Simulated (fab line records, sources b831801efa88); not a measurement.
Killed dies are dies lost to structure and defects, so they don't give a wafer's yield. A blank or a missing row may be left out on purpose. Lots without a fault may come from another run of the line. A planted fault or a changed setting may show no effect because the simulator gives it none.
fab line records | flow sky130
record lots=24 wafers=72 last_day=51
route steps=708 shown VT_ADJUST_HVTR@138 LDD_P@263 CONTACT@431 VIA2@523 CAPM@549
lots that met no fault: from a run of the same line without faults
start_h: hours from the record's first day to the start of the lot's first wafer shown | wait_h: hours since the lot's step before | " the same as in the row above | L1.1+2: a row that stands for several wafers | - no value, or no start given | * or withheld: withheld | < > ~ a bound
route shown NAME@n: a module of which the file shows steps, and the number in the route of the first | usual: mean/standard deviation of fault-free wafers | same: alike in all rows | chamber/n: place in a boat | sites: the reading at each site | _std_site: their standard deviation | _edge_site: outer sites' mean less inner sites' | radius_mm: how far each site lies from the wafer's centre | mask NAME#n: copy n | behind: the tool/chamber that last shaped the wafer | hold: why the lot was held/for how many hours/how that ended | device: the transistor (n, p or np) that didn't switch | end of line: the same wafers' tests at the end of the route | a step without rows: its recipe alone | killed: dies lost to structure and defects at the first sort, not the wafer's yield | map: a wafer's dies, x killed, . not, _ none there
set.NAME: the setting as run; set.NAME@STEP: as run at that earlier step | model.NAME: the simulator's own value behind a step, which no gauge read
steps of the route over a sample of lots; a table a step, a row a wafer
services: from which hour (start_h, from the record's first day; less than 0 if before it) a tool's chamber was out of use, for how many hours, and why
## steps
# step SKY_VT_ADJUST_HVTR_CD_MEAS_07
# recipe target_cd_nm=380
# usual cd_nm=380.5/2.6
# columns lot.wafer tool chamber start_h wait_h cd_nm
L074.2 cd_sem-02 - 198.14 0.1 379.6
L074.3 " - " " 378.6
L074.6 " - " " 380.4
L075.4 cd_sem-01 - 212.09 0.1 381.5
L075.5 " - " " 380.9
L075.6 " - " " 382.2
L076.1 cd_sem-02 - 216.63 0.1 383.8
L076.2 " - " " 383.2
L076.5 " - " " 382.2
L077.4 cd_sem-02 - 223.54 0.1 383.0
L077.5 " - " " 380.4
L077.6 " - " " 382.8
L078.3 cd_sem-02 - 229.72 0.1 378.5
L078.4 " - " " 379.5
L078.6 " - " " 378.1
L079.4 cd_sem-02 - 237.19 0.1 374.5
L079.5 " - " " 376.8
L079.6 " - " " 376.7
L080.1 cd_sem-01 - 245.98 0.1 381.4
L080.4 " - " " 384.2
L080.5 " - " " 384.3
L081.3 cd_sem-01 - 249.75 0.1 384.6
L081.5 " - " " 386.1
L081.6 " - " " 386.4
L082.3 cd_sem-02 - 258.42 0.1 377.0
L082.5 " - " " 376.8
L082.6 " - " " 375.2
L083.1 cd_sem-01 - 267.31 0.1 378.1
L083.3 " - " " 379.4
L083.5 " - " " 380.6
L084.1 cd_sem-02 - 277.91 0.1 383.6
L084.3 " - " " 383.3
L084.5 " - " " 383.3
L085.1 cd_sem-01 - 288.73 0.1 375.9
L085.2 " - " " 379.4
L085.4 " - " " 378.5
L086.1 cd_sem-01 - 289.28 0.1 381.6
L086.3 " - " " 379.3
L086.6 " - " " 381.2
L087.2 cd_sem-02 - 299.10 0.1 380.6
L087.4 " - " " 383.2
L087.6 " - " " 381.3
L088.2 cd_sem-01 - 301.23 0.1 382.6
L088.3 " - " " 380.4
L088.6 " - " " 380.4
L089.2 cd_sem-02 - 319.63 0.1 382.7
L089.5 " - " " 381.7
L089.6 " - " " 383.1
L090.2 cd_sem-02 - 330.90 0.1 378.1
L090.3 " - " " 379.3
L090.4 " - " " 379.0
L091.2 cd_sem-01 - 331.48 0.1 381.0
L091.3 " - " " 378.0
L091.5 " - " " 377.5
L092.2 cd_sem-02 - 338.68 0.1 379.3
L092.4 " - " " 381.7
L092.5 " - " " 381.8
L093.2 cd_sem-01 - 342.48 0.1 381.4
L093.3 " - " " 384.5
L093.6 " - " " 384.9
L094.1 cd_sem-02 - 350.86 0.1 375.4
L094.2 " - " " 374.2
L094.3 " - " " 376.8
L095.1 cd_sem-02 - 359.51 0.1 382.1
L095.5 " - " " 382.2
L095.6 " - " " 381.9
L097.1 cd_sem-01 - 391.03 0.1 383.4
L097.4 " - " " 382.5
L097.5 " - " " 382.6
L096.1 cd_sem-02 - 392.01 0.1 384.4
L096.2 " - " " 379.6
L096.6 " - " " 383.0
# step SKY_LDD_P_OVL_MEAS_08
# usual LDD_P_OVL=0.6/1.4
# columns lot.wafer tool chamber start_h wait_h LDD_P_OVL[nm]
L074.2 overlay-01 - 421.14 0.1 0.6
L074.3 " - " " 1.5
L074.6 " - " " 1.6
L075.4 overlay-02 - 441.87 0.1 -1.0
L075.5 " - " " -0.7
L075.6 " - " " 0.5
L076.1 overlay-01 - 445.25 0.1 1.7
L076.2 " - " " 3.1
L076.5 " - " " 2.9
L077.4 overlay-02 - 459.80 0.1 1.7
L077.5 " - " " 0.0
L077.6 " - " " 1.9
L078.3 overlay-02 - 473.91 0.1 1.4
L078.4 " - " " 0.4
L078.6 " - " " 1.0
L079.4 overlay-02 - 482.95 0.1 1.9
L079.5 " - " " 3.2
L079.6 " - " " 3.7
L080.1 overlay-02 - 495.93 0.1 2.3
L080.4 " - " " 3.5
L080.5 " - " " 2.4
L081.3 overlay-01 - 496.24 0.1 -0.6
L081.5 " - " " 0.4
L081.6 " - " " -2.8
L082.3 overlay-02 - 505.41 0.1 -0.7
L082.5 " - " " 0.7
L082.6 " - " " 0.2
L083.1 overlay-01 - 512.93 0.1 0.9
L083.3 " - " " -0.9
L083.5 " - " " -0.2
L084.1 overlay-01 - 527.93 0.1 0.9
L084.3 " - " " 0.6
L084.5 " - " " 2.1
L086.1 overlay-02 - 536.35 0.1 -0.2
L086.3 " - " " -0.8
L086.6 " - " " -1.0
L085.1 overlay-02 - 541.88 0.1 -2.0
L085.2 " - " " 0.0
L085.4 " - " " -1.0
L087.2 overlay-02 - 552.19 0.1 -0.1
L087.4 " - " " 0.7
L087.6 " - " " -2.0
L088.2 overlay-01 - 553.46 0.1 0.9
L088.3 " - " " 1.7
L088.6 " - " " 1.6
L089.2 overlay-01 - 576.65 0.1 1.5
L089.5 " - " " 2.1
L089.6 " - " " 0.2
L090.2 overlay-01 - 585.11 0.1 0.7
L090.3 " - " " 3.0
L090.4 " - " " 1.7
L091.2 overlay-01 - 589.81 0.1 -2.5
L091.3 " - " " 0.4
L091.5 " - " " -1.9
L092.2 overlay-02 - 597.65 0.1 0.4
L092.4 " - " " 1.4
L092.5 " - " " -0.4
L093.2 overlay-01 - 598.76 0.1 0.5
L093.3 " - " " -1.4
L093.6 " - " " -0.9
L094.1 overlay-01 - 608.33 0.1 -1.9
L094.2 " - " " -1.1
L094.3 " - " " 1.3
L095.1 overlay-01 - 615.10 0.1 1.7
L095.5 " - " " -1.3
L095.6 " - " " 2.6
L097.1 overlay-01 - 646.03 0.1 -0.6
L097.4 " - " " 0.6
L097.5 " - " " 1.2
L096.1 overlay-01 - 676.50 0.1 0.8
L096.2 " - " " -2.2
L096.6 " - " " -0.4
# step SKY_CONTACT_RS_MEAS_25
# recipe thk_meas_gauge=four-point-probe reads=W_of_CONTACT_CVD_24+TiN_of_CONTACT_SPUTTER_23
# usual CONTACT_W_RS=0.338/0.0031
# columns lot.wafer tool chamber start_h wait_h CONTACT_W_RS[ohm/sq]
L074.2 film_metro-04 - 728.20 0.1 0.337
L074.3 " - " " 0.335
L074.6 " - " " 0.335
L075.4 film_metro-03 - 746.21 0.1 0.338
L075.5 " - " " 0.341
L075.6 " - " " 0.344
L076.1 film_metro-03 - 749.22 0.1 0.335
L076.2 " - " " 0.341
L076.5 " - " " 0.338
L077.4 film_metro-04 - 762.63 0.1 0.335
L077.5 " - " " 0.337
L077.6 " - " " 0.336
L078.3 film_metro-03 - 792.22 0.1 0.337
L078.4 " - " " 0.334
L078.6 " - " " 0.334
L079.4 film_metro-02 - 793.47 0.1 0.338
L079.5 " - " " 0.340
L079.6 " - " " 0.337
L080.1 film_metro-02 - 793.75 0.1 0.333
L080.4 " - " " 0.338
L080.5 " - " " 0.338
L081.3 film_metro-02 - 795.11 0.1 0.335
L081.5 " - " " 0.336
L081.6 " - " " 0.332
L082.3 film_metro-02 - 800.81 0.1 0.337
L082.5 " - " " 0.335
L082.6 " - " " 0.338
L083.1 film_metro-03 - 809.54 0.1 0.340
L083.3 " - " " 0.341
L083.5 " - " " 0.340
L084.1 film_metro-03 - 822.07 0.1 0.338
L084.3 " - " " 0.338
L084.5 " - " " 0.339
L086.1 film_metro-03 - 830.48 0.1 0.339
L086.3 " - " " 0.338
L086.6 " - " " 0.343
L085.1 film_metro-04 - 833.85 0.1 0.338
L085.2 " - " " 0.335
L085.4 " - " " 0.338
L087.2 film_metro-04 - 842.29 0.2 0.333
L087.4 " - " " 0.333
L087.6 " - " " 0.337
L088.2 film_metro-03 - 843.14 0.1 0.339
L088.3 " - " " 0.343
L088.6 " - " " 0.338
L089.2 film_metro-03 - 862.43 0.1 0.336
L089.5 " - " " 0.341
L089.6 " - " " 0.339
L090.2 film_metro-03 - 869.99 0.1 0.339
L090.3 " - " " 0.338
L090.4 " - " " 0.340
L091.2 film_metro-02 - 875.24 0.1 0.339
L091.3 " - " " 0.341
L091.5 " - " " 0.337
L092.2 film_metro-04 - 880.06 0.1 0.335
L092.4 " - " " 0.333
L092.5 " - " " 0.338
L093.2 film_metro-04 - 881.57 0.1 0.336
L093.3 " - " " 0.339
L093.6 " - " " 0.336
L094.1 film_metro-03 - 889.66 0.1 0.343
L094.2 " - " " 0.342
L094.3 " - " " 0.346
L095.1 film_metro-04 - 896.28 0.1 0.335
L095.5 " - " " 0.338
L095.6 " - " " 0.338
L097.1 film_metro-03 - 922.82 0.1 0.341
L097.4 " - " " 0.338
L097.5 " - " " 0.344
L096.1 film_metro-02 - 950.52 0.1 0.337
L096.2 " - " " 0.346
L096.6 " - " " 0.341
# step SKY_VIA2_STRIP_16
# recipe chemistry=O2/N2 power_w=1400 pressure_mtorr=1500 platen_temp_c=withheld o2_flow_sccm=3000 n2_flow_sccm=300 overash_fraction=0.5
# usual drypump_motor_current_A=5.7/0.44 oes_product_au=0.400/0.0045 strip_time_to_endpoint_s=4.088/0.02
# columns lot.wafer tool chamber start_h wait_h drypump_motor_current_A oes_product_au rf_hours_counter_h strip_time_to_endpoint_s
L074.2 plasma_asher-04 1 840.47 0.0 5.6 0.404 71 4.089
L074.3 " 1 " " 5.6 0.399 - 4.055
L074.6 " 0 " " 5.1 0.396 - 4.106
L075.4 plasma_asher-01 0 858.62 0.1 6.3 0.403 - 4.098
L075.5 " 0 " " 6.3 0.399 - 4.099
L075.6 " 1 " " 5.6 0.398 - 4.122
L076.1 plasma_asher-04 1 859.63 0.0 5.6 0.400 73 4.068
L076.2 " 0 " " 5.1 0.399 73 4.066
L076.5 " 1 " " 5.6 0.406 - 4.079
L077.4 plasma_asher-04 0 873.51 0.1 5.1 0.407 - 4.088
L077.5 " 0 " " 5.1 0.405 - 4.114
L077.6 " 1 " " 5.6 0.402 - 4.102
L078.3 plasma_asher-01 1 902.67 0.1 5.6 0.400 - 4.070
L078.4 " 0 " " 6.3 0.393 - 4.079
L078.6 " 1 " " 5.6 0.391 - 4.051
L079.4 plasma_asher-04 1 903.01 0.1 5.6 0.400 - 4.102
L079.5 " 0 " " 5.1 0.404 - 4.065
L079.6 " 1 " " 5.6 0.395 - 4.067
L080.1 plasma_asher-01 0 903.33 0.0 6.3 0.398 48 4.094
L080.4 " 0 " " 6.3 0.405 - 4.064
L080.5 " 0 " " 6.3 0.398 - 4.081
L081.3 plasma_asher-02 0 905.21 0.1 6.0 0.400 - 4.072
L081.5 " 1 " " 6.2 0.395 - 4.085
L081.6 " 0 " " 6.0 0.404 - 4.078
L082.3 plasma_asher-02 1 909.81 0.1 6.2 0.406 - 4.068
L082.5 " 1 " " 6.2 0.387 - 4.071
L082.6 " 0 " " 6.1 0.394 - 4.088
L083.1 plasma_asher-04 1 918.73 0.0 5.6 0.398 79 4.111
L083.3 " 0 " " 5.1 0.401 - 4.105
L083.5 " 0 " " 5.1 0.395 - 4.093
L084.1 plasma_asher-01 1 930.93 0.0 5.6 0.407 49 4.089
L084.3 " 0 " " 6.3 0.395 - 4.090
L084.5 " 1 " " 5.6 0.397 - 4.070
L086.1 plasma_asher-04 1 939.54 0.0 5.6 0.397 81 4.122
L086.3 " 0 " " 5.1 0.401 - 4.125
L086.6 " 1 " " 5.6 0.401 - 4.098
L085.1 plasma_asher-02 0 941.28 0.0 6.1 0.400 114 4.048
L085.2 " 1 " " 6.3 0.403 114 4.093
L085.4 " 1 " " 6.2 0.410 - 4.089
L087.2 plasma_asher-01 0 949.78 0.0 6.3 0.400 51 4.105
L087.4 " 0 " " 6.3 0.394 - 4.092
L087.6 " 0 " " 6.3 0.402 - 4.087
L088.2 plasma_asher-04 0 950.73 0.0 5.1 0.399 82 4.093
L088.3 " 0 " " 5.1 0.406 - 4.094
L088.6 " 1 " " 5.6 0.402 - 4.113
L089.2 plasma_asher-04 0 970.03 0.0 5.1 0.393 85 4.059
L089.5 " 1 " " 5.6 0.396 - 4.083
L089.6 " 0 " " 5.1 0.405 - 4.091
L090.2 plasma_asher-04 0 975.99 0.0 5.1 0.395 85 4.110
L090.3 " 0 " " 5.1 0.405 - 4.069
L090.4 " 1 " " 5.6 0.398 - 4.088
L091.2 plasma_asher-02 0 981.28 0.0 6.1 0.398 117 4.080
L091.3 " 1 " " 6.2 0.403 - 4.066
L091.5 " 0 " " 6.1 0.398 - 4.104
L092.2 plasma_asher-02 0 984.43 0.0 6.1 0.408 118 4.059
L092.4 " 1 " " 6.2 0.398 - 4.092
L092.5 " 1 " " 6.2 0.399 - 4.077
L093.2 plasma_asher-01 1 986.28 0.0 5.6 0.406 55 4.105
L093.3 " 1 " " 5.6 0.397 - 4.095
L093.6 " 1 " " 5.6 0.399 - 4.095
L094.1 plasma_asher-01 1 993.63 0.0 5.6 0.410 55 4.129
L094.2 " 0 " " 6.3 0.402 55 4.116
L094.3 " 1 " " 5.6 0.406 - 4.105
L095.1 plasma_asher-04 0 999.54 0.0 5.1 0.402 88 4.072
L095.5 " 1 " " 5.6 0.398 - 4.086
L095.6 " 0 " " 5.1 0.406 - 4.076
L097.1 plasma_asher-04 1 1023.28 0.0 5.6 0.404 90 4.111
L097.4 " 0 " " 5.0 0.407 - 4.111
L097.5 " 1 " " 5.6 0.399 - 4.064
L096.1 plasma_asher-02 0 1049.03 0.0 6.1 0.396 124 4.098
L096.2 " 1 " " 6.3 0.398 124 4.081
L096.6 " 1 " " 6.2 0.396 - 4.088
# step SKY_CAPM_OVL_MEAS_12
# usual CAPM_OVL=-0.3/1.5
# columns lot.wafer tool chamber start_h wait_h CAPM_OVL[nm]
L074.2 overlay-01 - 867.07 0.1 2.4
L074.3 " - " " 2.1
L074.6 " - " " 0.4
L075.4 overlay-01 - 885.93 0.1 -3.0
L075.5 " - " " -0.9
L075.6 " - " " -0.6
L076.1 overlay-02 - 887.38 0.1 -0.2
L076.2 " - " " -0.2
L076.5 " - " " -2.4
L077.4 overlay-01 - 901.28 0.1 -0.4
L077.5 " - " " 0.4
L077.6 " - " " -1.2
L078.3 overlay-02 - 927.63 0.1 -2.4
L078.4 " - " " -1.1
L078.6 " - " " 0.8
L079.4 overlay-01 - 928.65 0.1 2.0
L079.5 " - " " -1.2
L079.6 " - " " 0.4
L080.1 overlay-01 - 929.53 0.1 -3.7
L080.4 " - " " -1.0
L080.5 " - " " -0.4
L081.3 overlay-01 - 931.33 0.1 0.8
L081.5 " - " " 0.1
L081.6 " - " " -0.9
L082.3 overlay-01 - 935.65 0.1 0.0
L082.5 " - " " 1.0
L082.6 " - " " 1.9
L083.1 overlay-02 - 943.88 0.1 -0.4
L083.3 " - " " 0.1
L083.5 " - " " -0.3
L084.1 overlay-01 - 957.43 0.1 -1.2
L084.3 " - " " -2.2
L084.5 " - " " -0.7
L086.1 overlay-02 - 964.33 0.1 -0.7
L086.3 " - " " 0.3
L086.6 " - " " -0.4
L085.1 overlay-01 - 966.12 0.1 0.6
L085.2 " - " " 2.7
L085.4 " - " " 2.5
L087.2 overlay-02 - 976.09 0.1 -2.3
L087.4 " - " " -0.3
L087.6 " - " " -0.2
L088.2 overlay-01 - 977.47 0.1 1.0
L088.3 " - " " 0.2
L088.6 " - " " 0.7
L089.2 overlay-02 - 995.04 0.1 0.3
L089.5 " - " " 1.4
L089.6 " - " " 1.6
L090.2 overlay-01 - 1000.87 0.1 0.1
L090.3 " - " " -0.7
L090.4 " - " " -0.9
L091.2 overlay-01 - 1006.07 0.1 -1.1
L091.3 " - " " -2.9
L091.5 " - " " -1.0
L092.2 overlay-01 - 1009.27 0.1 0.0
L092.4 " - " " -0.7
L092.5 " - " " -0.9
L093.2 overlay-02 - 1010.17 0.1 0.4
L093.3 " - " " 3.7
L093.6 " - " " 2.9
L094.1 overlay-02 - 1018.32 0.1 -0.6
L094.2 " - " " -0.2
L094.3 " - " " 1.2
L095.1 overlay-02 - 1024.03 0.1 0.6
L095.5 " - " " 0.1
L095.6 " - " " -1.1
L097.1 overlay-01 - 1047.62 0.1 -1.1
L097.4 " - " " -2.3
L097.5 " - " " -1.9
L096.1 overlay-01 - 1071.36 0.1 -0.2
L096.2 " - " " 0.1
L096.6 " - " " 0.1
# step SKY_CAPM_STRIP_14
# recipe chemistry=O2/N2 power_w=1400 pressure_mtorr=1500 platen_temp_c=withheld o2_flow_sccm=3000 n2_flow_sccm=300 overash_fraction=0.5
# usual drypump_motor_current_A=5.9/0.45 oes_product_au=0.710/0.0041 strip_time_to_endpoint_s=12.64/0.045
# columns lot.wafer tool chamber start_h wait_h drypump_motor_current_A oes_product_au rf_hours_counter_h strip_time_to_endpoint_s
L074.2 plasma_asher-02 0 867.18 0.1 6.1 0.708 106 12.62
L074.3 " 0 " " 6.1 0.715 - 12.64
L074.6 " 0 " " 6.1 0.717 - 12.66
L075.4 plasma_asher-04 0 886.06 0.1 5.1 0.709 - 12.67
L075.5 " 1 " " 5.6 0.717 - 12.66
L075.6 " 0 " " 5.1 0.719 - 12.70
L076.1 plasma_asher-02 1 887.50 0.1 6.2 0.711 108 12.64
L076.2 " 0 " " 6.1 0.718 108 12.67
L076.5 " 0 " " 6.1 0.708 - 12.68
L077.4 plasma_asher-04 1 901.41 0.1 5.6 0.708 - 12.70
L077.5 " 1 " " 5.6 0.707 - 12.71
L077.6 " 0 " " 5.1 0.715 - 12.67
L078.3 plasma_asher-02 1 927.76 0.1 6.2 0.719 - 12.66
L078.4 " 0 " " 6.1 0.715 - 12.64
L078.6 " 1 " " 6.2 0.712 - 12.68
L079.4 plasma_asher-03 0 928.86 0.1 5.5 0.708 - 12.62
L079.5 " 0 " " 5.5 0.712 - 12.62
L079.6 " 1 " " 6.5 0.710 - 12.62
L080.1 plasma_asher-02 0 929.65 0.1 6.1 0.710 113 12.60
L080.4 " 0 " " 6.1 0.712 - 12.60
L080.5 " 1 " " 6.2 0.715 - 12.55
L081.3 plasma_asher-02 0 931.54 0.1 6.1 0.720 - 12.55
L081.5 " 0 " " 6.1 0.713 - 12.59
L081.6 " 1 " " 6.3 0.707 - 12.63
L082.3 plasma_asher-03 0 935.86 0.1 5.4 0.713 - 12.64
L082.5 " 0 " " 5.4 0.709 - 12.61
L082.6 " 1 " " 6.4 0.711 - 12.64
L083.1 plasma_asher-04 0 944.00 0.1 5.1 0.706 82 12.70
L083.3 " 1 " " 5.6 0.715 - 12.66
L083.5 " 1 " " 5.6 0.713 - 12.69
L084.1 plasma_asher-02 1 957.55 0.1 6.3 0.709 116 12.60
L084.3 " 1 " " 6.3 0.711 - 12.66
L084.5 " 0 " " 6.1 0.713 - 12.65
L086.1 plasma_asher-03 1 964.45 0.1 6.4 0.706 21 12.65
L086.3 " 0 " " 5.4 0.707 - 12.68
L086.6 " 1 " " 6.4 0.707 - 12.64
L085.1 plasma_asher-04 0 966.23 0.1 5.1 0.710 84 12.68
L085.2 " 1 " " 5.6 0.715 84 12.67
L085.4 " 1 " " 5.6 0.716 - 12.64
L087.2 plasma_asher-03 1 976.20 0.1 6.4 0.708 22 12.76
L087.4 " 1 " " 6.4 0.699 - 12.77
L087.6 " 0 " " 5.4 0.711 - 12.70
L088.2 plasma_asher-02 0 977.58 0.1 6.1 0.716 117 12.64
L088.3 " 1 " " 6.2 0.717 - 12.66
L088.6 " 0 " " 6.1 0.709 - 12.67
L089.2 plasma_asher-02 0 995.15 0.1 6.1 0.712 119 12.66
L089.5 " 0 " " 6.1 0.710 - 12.60
L089.6 " 1 " " 6.3 0.710 - 12.62
L090.2 plasma_asher-04 0 1000.98 0.1 5.1 0.714 88 12.59
L090.3 " 1 " " 5.6 0.709 - 12.61
L090.4 " 0 " " 5.1 0.712 - 12.57
L091.2 plasma_asher-03 1 1006.18 0.1 6.4 0.705 25 12.60
L091.3 " 0 " " 5.4 0.709 - 12.60
L091.5 " 1 " " 6.4 0.710 - 12.60
L092.2 plasma_asher-02 1 1009.38 0.1 6.3 0.705 120 12.56
L092.4 " 0 " " 6.1 0.710 - 12.59
L092.5 " 1 " " 6.3 0.708 - 12.57
L093.2 plasma_asher-03 0 1010.28 0.1 5.4 0.704 26 12.58
L093.3 " 1 " " 6.4 0.709 - 12.61
L093.6 " 1 " " 6.4 0.716 - 12.64
L094.1 plasma_asher-02 0 1018.43 0.1 6.1 0.717 121 12.64
L094.2 " 1 " " 6.2 0.709 121 12.72
L094.3 " 0 " " 6.1 0.707 - 12.63
L095.1 plasma_asher-02 1 1024.15 0.1 6.2 0.711 121 12.64
L095.5 " 1 " " 6.3 0.711 - 12.67
L095.6 " 0 " " 6.1 0.709 - 12.60
L097.1 plasma_asher-03 1 1047.73 0.1 6.4 0.710 29 12.67
L097.4 " 1 " " 6.4 0.704 - 12.67
L097.5 " 1 " " 6.4 0.708 - 12.64
L096.1 plasma_asher-03 0 1071.48 0.1 5.4 0.715 32 12.68
L096.2 " 1 " " 6.4 0.711 32 12.68
L096.6 " 0 " " 5.5 0.704 - 12.66
## services
# columns tool chamber start_h hours kind
plasma_asher-04 - 820.76 11.2 pm
plasma_asher-02 - 872.38 2.8 repair
plasma_asher-03 - 892.02 2.8 pm
plasma_asher-03 - 897.16 3.2 repair
plasma_asher-01 - 920.76 10.1 pm
plasma_asher-01 - 960.72 0.6 repair
plasma_asher-02 - 965.61 9.3 repair
plasma_asher-01 - 968.31 3.0 repair
plasma_asher-01 - 1027.92 0.9 repair
plasma_asher-02 - 1055.31 9.0 pm
plasma_asher-02 0 1055.31 9.0 vent_cycle
plasma_asher-02 1 1055.31 9.0 vent_cycle
plasma_asher-02 0 1064.31 - clean
plasma_asher-02 1 1064.31 - clean
## key
fault none
